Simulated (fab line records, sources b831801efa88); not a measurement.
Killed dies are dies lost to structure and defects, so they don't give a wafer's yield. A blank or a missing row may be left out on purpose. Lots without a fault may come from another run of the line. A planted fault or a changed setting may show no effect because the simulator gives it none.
One fault seen from 2 desks | flow gf180mcu | each desk has only its own numbers; what lay behind them comes last

THE TOOL OWNER'S DESK: krf_scanner-01
The tool's own readings at GF_V4_EXPOSE_11 (exposes mask Via4, target cd 260 nm): means of the sampled wafers that have a number, for each lot that ran on this tool. A lot is out of limits, marked OUT, if its mean lies more than 4 standard deviations from the usual mean; the brackets give that distance.
Columns: A = exposure_dose_mJ_cm2 at GF_V4_EXPOSE_11, usual 37.82; B = stage_vel_mm_s at GF_V4_EXPOSE_11, usual 499.98 mm/s
lot  | first seen here | A                       | B
L598 | day 24 02:13    | 37.84                   | 499.73
L603 | day 25 16:16    | 37.77                   | 500.03
L604 | day 26 03:07    | 37.87                   | 500.14
L606 | day 26 12:35    | 37.79                   | 499.50
L608 | day 27 11:59    | 37.85                   | 499.79
L609 | day 27 18:11    | 37.81                   | 500.05
L616 | day 29 18:45    | 33.28 (-99 or more) OUT | 500.00
L619 | day 30 11:55    | 34.20 (-99 or more) OUT | 500.31
This desk's finding: out of limits on L616, L619; first on L616, day 29 18:45 (exposure_dose_mJ_cm2 at GF_V4_EXPOSE_11). In limits: L598, L603, L604, L606, L608, L609.

THE METROLOGY DESK
What the gauges read, lot by lot, whatever tool the lot ran on: means of the sampled wafers that have a number. A lot is out of limits, marked OUT, if its mean lies more than 4 standard deviations from the usual mean; the brackets give that distance.
Columns: A = V3_W_THK at GF_V3_THK_MEAS_25, usual 332 nm; B = cd_nm at GF_V4_CD_MEAS_14, usual 259.6 nm
lot  | first seen here | A   | B
L598 | day 22 14:20    | 336 | 261.2
L601 | day 23 13:49    | 318 | 258.3
L602 | day 24 03:46    | 333 | 260.2
L603 | day 24 05:58    | 328 | 259.4
L604 | day 24 16:57    | 329 | 259.3
L606 | day 25 03:28    | 323 | 259.5
L608 | day 26 03:04    | 330 | 259.1
L609 | day 26 09:40    | 329 | 261.7
L616 | day 28 11:43    | 327 | 239.8 (-15) OUT
L619 | day 29 05:23    | 337 | 245.4 (-11) OUT
L620 | day 29 12:24    | 336 | 257.8
L621 | day 29 22:28    | 333 | 261.2
This desk's finding: out of limits on L616, L619; first on L616, day 30 04:18 (cd_nm at GF_V4_CD_MEAS_14). In limits: L598, L601, L602, L603, L604, L606, L608, L609, L620, L621.

PUT TOGETHER
The tool owner's desk could have raised an alarm at day 29 18:45, on L616, L619.
The metrology desk could have raised an alarm at day 30 04:18, on L616, L619.
Of the lots named, all ran GF_V4_EXPOSE_11 on krf_scanner-01.

WHAT THE SIMULATOR HAD PUT IN
Process parameter drift: krf_scanner-01, from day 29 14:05 on, at GF_V4_EXPOSE_11. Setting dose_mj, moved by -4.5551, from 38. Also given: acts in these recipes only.
Lots struck among those shown: L616, L619.
Hours from the fault's start to each desk's first reading out of limits: the tool owner's desk, 5; the metrology desk, 14.
